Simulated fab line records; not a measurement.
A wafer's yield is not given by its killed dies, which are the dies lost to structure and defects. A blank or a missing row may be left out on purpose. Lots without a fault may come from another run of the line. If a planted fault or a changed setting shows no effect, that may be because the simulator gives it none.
fab line records	flow gf180mcu
[record] lots = 15	wafers = 42	last_day = 34
route steps=602 shown MIM@503 V5@555 TOP_METAL@583
lots that met no fault: from a run of the same line without faults
start_h: hours from the record's opening day to when the first of the lot's shown wafers began	wait_h: hours elapsed since this lot's preceding step	" as in the row above	L1.1+2: a single row standing in for several wafers	- no value, or no start given	* or withheld: withheld	< > ~ a bound
route shown NAME@n: names a module that has steps shown in the file, with the first one's number in the route	usual: the fault-free wafers' mean and standard deviation	same: alike in all rows	chamber/n: place in a boat	sites: per-site readings	_std_site: standard deviation across them	_edge_site: outer sites' mean less inner sites'	radius_mm: how far each site lies from the wafer's centre	mask NAME#n: copy n	behind: the most recent tool/chamber to have shaped the wafer	hold: reason for holding the lot/hours on hold/outcome of the hold	device: transistor that didn't switch, given as n, p or np	end of line: tests of these same wafers at the route's end	for a step that has no rows: nothing shown but its recipe	killed: the dies lost at the first sort to structure and to defects; this is not the yield of the wafer	map: dies across one wafer; x = killed, . = not, _ = none there
set.NAME: the setting the step ran with; set.NAME@STEP: the setting that earlier step ran with	model.NAME: the simulator's own value behind a step, which no gauge read
a sample of lots followed through the steps of the route, with each step as a table and each wafer as a row
services: when a tool's chamber went out of use (start_h, in hours from the record's first day, below 0 if earlier), for how many hours, and the reason
[[steps]]
[step GF_MIM_SPUTTER_00]
[recipe] material = Ti	target_thk_nm = 37.5	arriving_ion_energy_ev = 80	substrate_temp_c = 200	chamber_pressure_pa = 2	power_w = 4000	time_s = 150
[usual] throttle_valve_pct = 29.8/0.88
lot.wafer	tool	chamber	start_h	wait_h	throttle_valve_pct
L642.3	pvd_sputter-03	-	564.02	0.1	29.5
L642.5	"	-	"	"	29.5
L642.6	"	-	"	"	29.8
L643.1	pvd_sputter-02	-	574.16	0.1	28.8
L643.4	"	-	"	"	30.2
L643.5	"	-	"	"	31.9
L648.5	pvd_sputter-04	-	614.16	0.1	30.2
L648.6	"	-	"	"	29.0
L650.5	pvd_sputter-03	-	633.56	0.1	29.5
L650.6	"	-	"	"	29.5
L651.3	pvd_sputter-02	-	637.32	0.2	31.6
L651.5	"	-	"	"	28.9
L654.4	pvd_sputter-04	-	655.72	0.2	30.7
L654.5	"	-	"	"	29.0
L654.6	"	-	"	"	28.5
L655.1	pvd_sputter-04	-	664.26	0.1	28.7
L655.5	"	-	"	"	30.5
L655.6	"	-	"	"	29.0
L656.1	pvd_sputter-04	-	667.97	0.1	30.2
L656.2	"	-	"	"	28.7
L656.4	"	-	"	"	29.4
L657.2	pvd_sputter-04	-	686.22	0.2	29.2
L657.3	"	-	"	"	28.7
L657.6	"	-	"	"	30.3
L658.2	pvd_sputter-03	-	687.42	0.2	30.1
L658.4	"	-	"	"	29.7
L658.5	"	-	"	"	29.5
L659.2	pvd_sputter-04	-	698.63	0.2	30.5
L659.3	"	-	"	"	28.8
L659.4	"	-	"	"	29.3
L661.1	pvd_sputter-02	-	705.26	0.1	31.8
L661.3	"	-	"	"	30.6
L661.4	"	-	"	"	30.2
L662.2	pvd_sputter-02	-	710.26	0.1	31.5
L662.3	"	-	"	"	30.6
L662.5	"	-	"	"	30.1
L663.1	pvd_sputter-04	-	717.41	0.2	28.6
L663.5	"	-	"	"	28.9
L663.6	"	-	"	"	30.2
L665.2	pvd_sputter-03	-	727.92	0.2	29.1
L665.5	"	-	"	"	29.4
L665.6	"	-	"	"	29.5
[step GF_MIM_SPUTTER_04]
[recipe] material = TiN	target_thk_nm = 50	power_w = 6500	time_s = 41.7	chamber_pressure_pa = 0.4
[usual] throttle_valve_pct = 29.8/0.9
lot.wafer	tool	chamber	start_h	wait_h	throttle_valve_pct
L642.3	pvd_sputter-03	-	564.20	0.0	29.5
L642.5	"	-	"	"	29.4
L642.6	"	-	"	"	30.2
L643.1	pvd_sputter-02	-	574.34	0.0	29.1
L643.4	"	-	"	"	30.1
L643.5	"	-	"	"	31.9
L648.5	pvd_sputter-04	-	614.33	0.0	30.3
L648.6	"	-	"	"	29.1
L650.5	pvd_sputter-03	-	633.71	0.0	29.4
L650.6	"	-	"	"	29.5
L651.3	pvd_sputter-02	-	637.50	0.0	31.7
L651.5	"	-	"	"	29.1
L654.4	pvd_sputter-04	-	655.90	0.0	30.2
L654.5	"	-	"	"	29.1
L654.6	"	-	"	"	28.8
L655.1	pvd_sputter-04	-	664.44	0.0	28.7
L655.5	"	-	"	"	30.3
L655.6	"	-	"	"	29.1
L656.1	pvd_sputter-04	-	668.15	0.0	30.0
L656.2	"	-	"	"	28.6
L656.4	"	-	"	"	29.1
L657.2	pvd_sputter-04	-	686.40	0.0	29.3
L657.3	"	-	"	"	28.7
L657.6	"	-	"	"	30.2
L658.2	pvd_sputter-03	-	687.60	0.0	30.0
L658.4	"	-	"	"	29.6
L658.5	"	-	"	"	29.2
L659.2	pvd_sputter-04	-	698.81	0.0	30.5
L659.3	"	-	"	"	28.9
L659.4	"	-	"	"	29.0
L661.1	pvd_sputter-02	-	705.44	0.0	31.9
L661.3	"	-	"	"	30.6
L661.4	"	-	"	"	30.1
L662.2	pvd_sputter-02	-	710.45	0.0	31.7
L662.3	"	-	"	"	30.4
L662.5	"	-	"	"	30.3
L663.1	pvd_sputter-04	-	717.60	0.0	28.5
L663.5	"	-	"	"	28.5
L663.6	"	-	"	"	30.2
L665.2	pvd_sputter-03	-	728.10	0.0	29.4
L665.5	"	-	"	"	29.4
L665.6	"	-	"	"	29.4
[step GF_V5_OVL_MEAS_15]
[usual] V5_OVL = 2/5.4
lot.wafer	tool	chamber	start_h	wait_h	V5_OVL[nm]
L642.3	overlay-02	-	629.68	0.1	4
L642.5	"	-	"	"	0
L642.6	"	-	"	"	10
L643.1	overlay-02	-	639.07	0.1	1
L643.4	"	-	"	"	2
L643.5	"	-	"	"	5
L648.5	overlay-02	-	676.55	0.0	2
L648.6	"	-	"	"	-3
L650.5	overlay-02	-	694.04	0.0	-11
L650.6	"	-	"	"	-11
L651.3	overlay-02	-	697.28	0.1	-1
L651.5	"	-	"	"	8
L654.4	overlay-02	-	714.24	0.1	-5
L654.5	"	-	"	"	-1
L654.6	"	-	"	"	-3
L655.1	overlay-02	-	722.32	0.1	3
L655.5	"	-	"	"	-2
L655.6	"	-	"	"	1
L656.1	overlay-02	-	725.02	0.1	2
L656.2	"	-	"	"	0
L656.4	"	-	"	"	4
L657.2	overlay-01	-	741.63	0.1	0
L657.3	"	-	"	"	3
L657.6	"	-	"	"	3
L658.2	overlay-02	-	743.53	0.1	2
L658.4	"	-	"	"	-1
L658.5	"	-	"	"	2
L659.2	overlay-02	-	753.65	0.1	4
L659.3	"	-	"	"	4
L659.4	"	-	"	"	5
L661.1	overlay-02	-	758.82	0.1	-6
L661.3	"	-	"	"	-4
L661.4	"	-	"	"	-1
L662.2	overlay-02	-	763.58	0.1	11
L662.3	"	-	"	"	14
L662.5	"	-	"	"	13
L663.1	overlay-01	-	769.32	0.1	10
L663.5	"	-	"	"	8
L663.6	"	-	"	"	10
L665.2	overlay-01	-	777.97	0.1	2
L665.5	"	-	"	"	4
L665.6	"	-	"	"	5
[step GF_TOP_METAL_METAL_ETCH_16]
[recipe] chemistry = Cl2/BCl3	mask_material = NOVOLAK	target_depth_nm = 1077.5	stop_on = SiO2	pressure_mtorr = 8	icp_w = 800	bias_w = 140	Cl2_flow_sccm = 80	bcl3_flow_sccm = 40	time_s = 179.6
[usual] drypump_motor_current_A = 5.6/0.6	mfc_cl2_sccm = 80.00/0.28	oes_product_au = 0.964/0.0074	throttle_valve_pct = 28.259/0.01
lot.wafer	tool	chamber	start_h	wait_h	drypump_motor_current_A	mfc_cl2_sccm	oes_product_au	rf_hours_counter_h	throttle_valve_pct
L642.3	rie_metal-02	1	651.72	0.1	4.9	80.01	0.970	-	28.258
L642.5	"	1	"	"	4.9	79.52	0.962	-	28.253
L642.6	"	0	"	"	5.3	79.75	0.980	-	28.246
L643.1	rie_metal-02	1	660.02	0.0	5.0	80.16	0.966	1	28.254
L643.4	"	0	"	"	5.4	80.00	0.946	-	28.267
L643.5	"	0	"	"	5.4	80.06	0.973	-	28.257
L648.5	rie_metal-01	1	696.98	0.1	6.4	80.06	0.919	-	28.315
L648.6	"	0	"	"	6.4	79.94	0.954	-	28.258
L650.5	rie_metal-01	0	713.65	0.1	6.4	79.73	0.897	-	28.337
L650.6	"	1	"	"	6.4	80.12	0.977	-	28.252
L651.3	rie_metal-01	0	717.62	0.1	6.4	80.25	0.955	-	28.267
L651.5	"	1	"	"	6.4	79.75	0.921	-	28.301
L654.4	rie_metal-04	1	733.77	0.1	5.9	79.39	0.968	-	28.253
L654.5	"	1	"	"	5.9	79.37	0.965	-	28.262
L654.6	"	0	"	"	6.3	80.10	0.968	-	28.259
L655.1	rie_metal-02	1	740.86	0.0	4.9	80.07	0.955	4	28.264
L655.5	"	1	"	"	4.9	80.22	0.973	-	28.238
L655.6	"	0	"	"	5.4	79.65	0.951	-	28.263
L656.1	rie_metal-02	0	744.46	0.0	5.3	80.04	0.961	6	28.244
L656.2	"	1	"	"	5.0	80.04	0.974	5	28.262
L656.4	"	1	"	"	5.0	79.69	0.962	-	28.248
L657.2	rie_metal-02	1	760.86	0.0	5.0	79.78	0.971	5	28.266
L657.3	"	1	"	"	5.0	80.06	0.965	-	28.249
L657.6	"	1	"	"	4.9	79.83	0.956	-	28.255
L658.2	rie_metal-02	1	761.41	0.0	4.9	80.15	0.960	5	28.261
L658.4	"	1	"	"	5.0	79.93	0.978	-	28.255
L658.5	"	0	"	"	5.3	79.85	0.963	-	28.251
L659.2	rie_metal-02	1	771.52	0.0	5.0	80.29	0.965	6	28.261
L659.3	"	1	"	"	5.0	80.04	0.963	-	28.257
L659.4	"	0	"	"	5.4	79.88	0.965	-	28.258
L661.1	rie_metal-02	0	776.01	0.0	5.3	79.66	0.972	7	28.244
L661.3	"	1	"	"	5.0	80.10	0.960	-	28.253
L661.4	"	0	"	"	5.4	79.85	0.962	-	28.256
L662.2	rie_metal-01	1	780.56	0.0	6.4	80.62	0.971	9	28.250
L662.3	"	0	"	"	6.4	80.19	0.960	-	28.270
L662.5	"	1	"	"	6.4	79.97	0.971	-	28.283
L663.1	rie_metal-04	0	786.96	0.0	6.2	80.56	0.969	0	28.256
L663.5	"	0	"	"	6.3	80.44	0.965	-	28.249
L663.6	"	1	"	"	5.9	80.14	0.967	-	28.258
L665.2	rie_metal-04	1	794.76	0.0	5.9	79.70	0.953	3	28.285
L665.5	"	0	"	"	6.3	80.05	0.966	-	28.266
L665.6	"	1	"	"	5.9	79.55	0.950	-	28.281
[step GF_TOP_METAL_STRIP_17]
[recipe] chemistry = O2/N2	power_w = 1400	pressure_mtorr = 1500	platen_temp_c = 250	o2_flow_sccm = 3000	n2_flow_sccm = 300	overash_fraction = 0.5
[usual] drypump_motor_current_A = 5.48/0.21	heater_power_w = 326/11	oes_product_au = 0.710/0.0045	strip_time_to_endpoint_s = 13.48/0.087
lot.wafer	tool	chamber	start_h	wait_h	drypump_motor_current_A	heater_power_w	oes_product_au	rf_hours_counter_h	strip_time_to_endpoint_s
L642.3	plasma_asher-01	0	651.87	0.1	5.52	308	0.703	-	13.48
L642.5	"	1	"	"	5.32	318	0.716	-	13.44
L642.6	"	0	"	"	5.52	308	0.707	-	13.50
L643.1	plasma_asher-02	1	660.19	0.1	5.85	307	0.705	22	13.50
L643.4	"	1	"	"	5.84	310	0.709	-	13.56
L643.5	"	1	"	"	5.85	304	0.709	-	13.48
L648.5	plasma_asher-04	1	697.10	0.1	5.57	334	0.711	-	14.06
L648.6	"	0	"	"	5.22	328	0.709	-	13.46
L650.5	plasma_asher-01	0	713.77	0.1	5.50	308	0.709	-	14.38
L650.6	"	1	"	"	5.32	336	0.710	-	13.46
L651.3	plasma_asher-04	0	717.77	0.1	5.21	324	0.715	-	13.51
L651.5	"	0	"	"	5.24	320	0.712	-	14.08
L654.4	plasma_asher-04	1	733.92	0.1	5.59	328	0.709	-	13.51
L654.5	"	1	"	"	5.57	330	0.707	-	13.50
L654.6	"	0	"	"	5.22	325	0.705	-	13.40
L655.1	plasma_asher-04	0	741.09	0.2	5.19	325	0.710	68	13.54
L655.5	"	1	"	"	5.60	343	0.703	-	13.53
L655.6	"	0	"	"	5.22	336	0.708	-	13.54
L656.1	plasma_asher-04	1	744.69	0.2	5.56	336	0.709	69	13.48
L656.2	"	0	"	"	5.17	323	0.709	69	13.53
L656.4	"	1	"	"	5.60	335	0.713	-	13.55
L657.2	plasma_asher-01	1	761.03	0.1	5.31	329	0.710	2	13.44
L657.3	"	1	"	"	5.32	335	0.710	-	13.40
L657.6	"	1	"	"	5.30	321	0.713	-	13.39
L658.2	plasma_asher-04	1	761.58	0.1	5.60	337	0.706	71	13.46
L658.4	"	0	"	"	5.18	327	0.708	-	13.43
L658.5	"	0	"	"	5.21	333	0.714	-	13.54
L659.2	plasma_asher-02	1	771.69	0.1	5.85	299	0.708	34	13.44
L659.3	"	1	"	"	5.83	312	0.708	-	13.44
L659.4	"	0	"	"	5.55	331	0.706	-	13.49
L661.1	plasma_asher-02	0	776.18	0.1	5.54	318	0.707	34	13.51
L661.3	"	0	"	"	5.53	319	0.711	-	13.45
L661.4	"	1	"	"	5.84	302	0.708	-	13.54
L662.2	plasma_asher-04	1	780.73	0.1	5.59	346	0.705	73	13.25
L662.3	"	0	"	"	5.21	333	0.700	-	13.41
L662.5	"	0	"	"	5.16	333	0.704	-	13.24
L663.1	plasma_asher-01	0	787.13	0.1	5.53	313	0.699	5	13.37
L663.5	"	0	"	"	5.55	316	0.702	-	13.36
L663.6	"	1	"	"	5.32	333	0.707	-	13.40
L665.2	plasma_asher-02	0	794.93	0.1	5.54	332	0.709	36	13.47
L665.5	"	1	"	"	5.85	304	0.709	-	13.43
L665.6	"	0	"	"	5.53	319	0.711	-	13.48
[[services]]
tool	chamber	start_h	hours	kind
pvd_sputter-04	-	549.36	1.3	repair
plasma_asher-02	-	556.33	2.8	pm
rie_metal-02	0	566.32	-	clean
rie_metal-02	0	566.32	25.4	scheduled_down
rie_metal-02	0	566.32	25.4	vent_cycle
rie_metal-02	1	591.71	-	clean
rie_metal-02	1	591.71	20.4	scheduled_down
rie_metal-02	1	591.71	20.4	vent_cycle
pvd_sputter-03	2	600.72	-	consumable_replace:kit
pvd_sputter-03	2	600.72	18.0	scheduled_down
pvd_sputter-03	2	600.72	18.0	vent_cycle
rie_metal-02	-	617.00	14.6	pm
rie_metal-01	0	618.27	8.9	repair
rie_metal-04	0	627.86	2.7	repair
pvd_sputter-02	3	640.70	-	consumable_replace:kit
pvd_sputter-02	3	640.70	18.0	scheduled_down
pvd_sputter-02	3	640.70	18.0	vent_cycle
pvd_sputter-04	3	677.84	-	consumable_replace:kit
pvd_sputter-04	3	677.84	18.0	scheduled_down
pvd_sputter-04	3	677.84	18.0	vent_cycle
pvd_sputter-02	2	710.49	-	consumable_replace:kit
pvd_sputter-03	-	713.18	1.3	repair
plasma_asher-02	-	731.28	2.4	repair
plasma_asher-01	-	733.75	9.0	pm
[[key]]
[first_sign] step = GF_TOP_METAL_METAL_ETCH_16	reading = oes_product_au	direction = down	sigmas = 7	usual = 0.964	struck = 0.912
[effect] step = GF_TOP_METAL_METAL_ETCH_16	reading = throttle_valve_pct	direction = up	sigmas = 5.8	usual = 28.259	struck = 28.318
[effect] step = GF_TOP_METAL_STRIP_17	reading = strip_time_to_endpoint_s	direction = up	sigmas = 8	usual = *	struck = *
met_at GF_TOP_METAL_METAL_ETCH_16
struck_lots L648,L650,L651
struck_wafers L648.5,L650.5,L651.5
sort_left_out L650.5,L651.5
not_acting_at GF_MIM_SPUTTER_00,GF_MIM_SPUTTER_04,GF_V5_OVL_MEAS_15
[fault] kind = process_parameter_drift	tool = rie_metal-01	chamber = -	onset_h = 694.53	steps = GF_TOP_METAL_METAL_ETCH_16	channel = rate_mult	offset = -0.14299	shape = step	end_h = 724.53	scope = struck_wafers_only
// sort_left_out: the simulated sort isn't trusted on such a fault, so these wafers' sort isn't shown, and their yield isn't known
